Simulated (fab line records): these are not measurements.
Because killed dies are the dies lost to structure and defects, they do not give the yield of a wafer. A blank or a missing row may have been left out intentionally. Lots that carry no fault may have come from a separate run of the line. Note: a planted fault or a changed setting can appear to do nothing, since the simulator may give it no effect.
Struck lot and sound lot, side by side	flow sky130	16 out of 708 route steps
Sound: these wafers, L520.1, L520.3, L520.4. Wafers struck: L506.1, L506.2, L506.6. At the end, the cause is stated.
Order at every step that has rows: each side's tool, ch and its chambers, its first start. Under that, the readings that differ: sound wafers	struck wafers	difference of the means	sigmas: that difference in standard deviations of wafers without a fault.
alike: words and numbers the same on both sides, and readings whose means are apart by under 2 such deviations; not compared: readings that were withheld, readings missing a value for some wafer, numbers with overlapping values and no deviation given by the record, and bounds like >300 which may hide the same value.
A row with sigmas, a row that says differs or no value, or rows on one side alone: a step with any of these is where the two part. Non-overlapping numbers with no deviation appear without sigmas and do not part them. Lack of a reading on every wafer of one side parts them only where that side has two or more wafers.

first, 2 steps without rows for these wafers: SKY_METAL3_PEB_11; SKY_METAL3_DEVELOP_12 (develop time 60 s).
SKY_METAL3_CD_MEAS_13: the cd target is 300 nm.
  sound on cdSem-02 at day 44 02:48; struck on cdSem-01 at day 40 07:50
  alike: cdNm
SKY_METAL3_OVL_MEAS_14:
  sound on overlay-02 at day 44 02:55; struck on overlay-01 at day 40 07:57
  alike: METAL3_OVL
SKY_METAL3_DESCUM_15: chemistry O2, time 8 s.
  sound on rieMetal-02 ch 0,1, day 44 02:58; struck on rieMetal-03 ch 0,1, day 40 07:59
  alike: drypumpMotorCurrentA, oesProductAu
  not compared: rfHoursCounterH
SKY_METAL3_ETCH_16: etches BARC in N2/H2, stops on SiO2, time 88.2 s, target depth 60 nm.
  sound on rieMetal-02 ch 0,1, day 44 02:59; struck on rieMetal-03 ch 0,1, day 40 08:01
  alike: drypumpMotorCurrentA, oesProductAu, throttleValvePct
  not compared: rfHoursCounterH
SKY_METAL3_ETCH_17: etches SiO2 in C4F8/O2/Ar, stops on TiN, time 3.9 s, target depth 15 nm.
  sound on rieDiel-01 ch 0,2,3, day 44 03:05; struck on rieDiel-01 ch 0,1, day 40 08:07
  alike: oesProductAu
  not compared: rfHoursCounterH
SKY_METAL3_METAL_ETCH_18: etches the open film in Cl2/BCl3, stops on SiO2, target depth 845 nm, time 183.1 s.
  sound on rieMetal-01 ch 0,1, day 44 03:06; struck on rieMetal-01 ch 0,1, day 40 08:08
  alike: drypumpMotorCurrentA, oesProductAu, throttleValvePct
  not compared: rfHoursCounterH
then, 4 steps without rows for these wafers: SKY_METAL3_STRIP_19 (strips in O2/N2); SKY_METAL3_STRIP_20 (strips in post etch residue remover, time 1200 s); SKY_METAL3_CLEAN_21 (cleans in IPA, time 180 s); SKY_METAL3_CLEAN_22 (cleans in O3/DIW).
SKY_VIA3_HDPCVD_00: deposits SiO2, target thk 1635 nm, time 272.5 s.
  sound on hdpcvd-01 ch 0,2, day 44 03:55; struck on hdpcvd-01 ch 0,2, day 40 09:14
SKY_VIA3_THK_MEAS_01:
  sound on filmMetro-04 at day 44 04:05; struck on filmMetro-01 at day 40 09:25
reading	sound	struck	difference	sigmas
VIA3_HDPCVD_THK (nm)	1630 1633 1614	3217 3237 3249	+1609	+99 or more
SKY_VIA3_CMP_02: polishes SiO2.
  sound on cmp-02 ch 0,1,2, day 44 04:09; struck on cmp-02 ch 0,3, day 40 09:28
  alike: motorCurrentA, slurryFilterDpKPa
-- the record jumps here: 7 days lie between the struck wafers' starts before and after (it left off in module VIA3 and takes up again in module PAD_OPEN, whose first step shown is number 708 of the route) --
SKY_PAD_OPEN_PROBE_99:
  record: rows for the struck wafers here (prober-02, day 47 07:05), none for the sound ones

== WHERE THEY PART ==
First at SKY_VIA3_THK_MEAS_01; last, within this record, at SKY_PAD_OPEN_PROBE_99.

WHY: whatever the simulator had introduced
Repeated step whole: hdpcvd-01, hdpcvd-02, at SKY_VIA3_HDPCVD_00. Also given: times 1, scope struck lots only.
